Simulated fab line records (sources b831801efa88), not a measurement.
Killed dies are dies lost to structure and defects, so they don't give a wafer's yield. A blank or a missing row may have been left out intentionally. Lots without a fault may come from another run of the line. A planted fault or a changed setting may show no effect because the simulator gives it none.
2 desks looking at one fault ; flow sky130 ; each desk has only its own numbers; what lay behind them comes last

THE TOOL OWNER'S DESK: pvd sputter-02
The tool's own readings at SKY_METAL2_SPUTTER_03 (material Ti, target thk 5 nm, time 3.3 s): means of the sampled wafers that have a number, for each lot that ran on this tool. A lot is out of limits, marked OUT, if its mean lies more than 4 standard deviations from the usual mean; the brackets give that distance.
Columns: A = throttle valve pct at SKY_METAL2_SPUTTER_03, usual 29.9 %
lot;first seen here;A
L412;day 36 17:49;29.4
L414;day 37 13:04;29.5
L415;day 37 16:31;29.3
L417;day 38 08:35;29.3
Finding of this desk: none of the 4 lots has anything out of limits.

AT THE METROLOGY DESK
What the gauges read, lot by lot, whatever tool the lot ran on: means of the sampled wafers that have a number. A lot is out of limits, marked OUT, if its mean lies more than 4 standard deviations from the usual mean; the brackets give that distance.
Columns: A = VIA1_W_RS at SKY_VIA1_RS_MEAS_22, usual 0.423 ohm/sq; B = VIA1_W_THK at SKY_VIA1_THK_MEAS_23, usual 266 nm
lot;first seen here;A;B
L412;day 36 17:18;0.417;269
L414;day 37 12:34;0.423;269
L415;day 37 15:58;0.417;272
L416;day 37 23:55;0.428;263
L417;day 38 08:02;0.425;263
L422;day 39 08:45;0.424;267
Finding of this desk: none of the 6 lots has anything out of limits.

BROUGHT TOGETHER
The tool owner's desk saw nothing out of limits.
Nothing out of limits was seen by the metrology desk.

WHAT WAS PUT IN BY THE SIMULATOR
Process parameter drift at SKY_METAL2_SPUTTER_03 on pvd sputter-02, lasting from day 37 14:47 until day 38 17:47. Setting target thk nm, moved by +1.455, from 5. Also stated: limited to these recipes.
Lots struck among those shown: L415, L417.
